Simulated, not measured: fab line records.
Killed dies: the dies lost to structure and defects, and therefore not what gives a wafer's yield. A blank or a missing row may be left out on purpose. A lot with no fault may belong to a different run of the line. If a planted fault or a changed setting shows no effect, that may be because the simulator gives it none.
Problem report, 8D (eight disciplines) form, completed by code || flow gf180mcu || the parts of the form that need people (team, actions taken, sign-off) are left out

1. THE PROBLEM
Mean CONTACT_W_RS at GF_CONTACT_RS_MEAS_25: 0.525 ohm/sq over 4 wafers in 2 lots; fault-free wafers: 0.382 ohm/sq, standard deviation 0.0048. That puts it +30 standard deviations away from the usual mean.
The step: measures by four-point-probe.
First seen on wafer L177.4, day 23 09:01, on film_metro-04. Wafers with a number at this step in the record: 33, from 11 lots. Rule for "out" (also "out of limits"): further than 4 standard deviations from the usual mean. The rest of the wafers with a number are treated as sound.

2. WHAT IT IS, WHAT IT ISN'T
{"question": "which readings at this step", "is": "CONTACT_W_RS", "is not": "-"}
{"question": "which lots", "is": "L177, L178", "is not": "L157, L158, L160, L161, L163, L165, L166, L167, L168"}
{"question": "which wafers of those lots", "is": "L177.4, L177.5, L178.2, L178.4", "is not": "L177.3, L178.6"}
{"question": "read on which gauges", "is": "film_metro-02, film_metro-04", "is not": "-"}
{"question": "when", "is": "from day 23 09:01", "is not": "up to then (28 sound wafers); but 1 sound wafer of L178 came after"}

3. THE SUSPECTS, EACH WITH WHAT RULES IT OUT
Counting: a tool at a process step up to the reading stays a suspect if it ran every lot that is out. Sound lots after the first of them don't rule it out here, since some wafers of a struck lot are sound.
- the gauge at GF_CONTACT_RS_MEAS_25 is ruled out. The wafers that are out were read on 2 gauges (film_metro-02, film_metro-04).
- cvd_w-02 at GF_CONTACT_CVD_24 (deposits W, target thk 300 nm, time 90.339 s): kept. It ran every lot that is out, first L177 (day 23 08:55); its last sound lot up to then is L167 (day 19 19:48). On those wafers its own readings are out: susceptor_temp_C.
- Within cvd_w-02 at GF_CONTACT_CVD_24: the wafers that are out ran in chamber 0; their sound lot-mates ran in chamber 1.
The count leaves cvd_w-02 at GF_CONTACT_CVD_24.

4. THE CAUSE (what the simulator had put in)
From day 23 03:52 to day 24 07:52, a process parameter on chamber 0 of cvd_w-02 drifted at GF_CONTACT_CVD_24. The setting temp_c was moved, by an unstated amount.
This tool alone remained once counting was done.

5. SEQUENCE OF EFFECTS, ordered by route
Each row: a reading whose mean over the struck wafers that have a number lies more than 3 standard deviations from the usual. Only readings for which the record gives a usual standard deviation are gone through. hours: the time from each lot's start at the first step in this table that gives one to its start at this step, as a median over the lots. sigmas: the change in usual standard deviations.
{"hours": 0, "step": "GF_CONTACT_CVD_24", "reading": "susceptor_temp_C", "usual": "399.98 C", "on struck wafers": 381.78, "change": -18.20, "sigmas": -87}
{"hours": 0, "step": "GF_CONTACT_RS_MEAS_25", "reading": "CONTACT_W_RS", "usual": "0.382 ohm/sq", "on struck wafers": 0.525, "change": "+0.143", "sigmas": "+30"}
{"hours": 0, "step": "GF_CONTACT_THK_MEAS_26", "reading": "CONTACT_W_THK", "usual": "306 nm", "on struck wafers": 223, "change": -83, "sigmas": -19}
{"hours": 0, "step": "GF_CONTACT_CMP_27", "reading": "time_to_endpoint_s", "usual": "71 s", "on struck wafers": 53, "change": -18, "sigmas": -4.7}
The process steps in it:
- GF_CONTACT_CVD_24: deposits W, target thk 300 nm, time 90.339 s.
- GF_CONTACT_CMP_27: polishes, stops on SiO2, t overpolish 15.38 s, target thk 0 nm.
Later steps that measure or inspect, where all struck wafers having a row at the step show a number for every such reading and not one has moved that far: GF_V1_THK_MEAS_03.

6. HOW IT WOULD HAVE BEEN CAUGHT EARLIER
The first out-of-limits reading at a measuring or inspecting step in this record came at day 23 09:01, 5 hours after the fault's start at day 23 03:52.
Tool's own readings at GF_CONTACT_CVD_24, susceptor_temp_C: out on all struck wafers the step has rows for; an alarm limit on them would have tripped on the first.
L178, from the lots that are out (2), started GF_CONTACT_CVD_24 on cvd_w-02 later than day 23 09:01. A tool hold placed at that time would have kept it from harm.
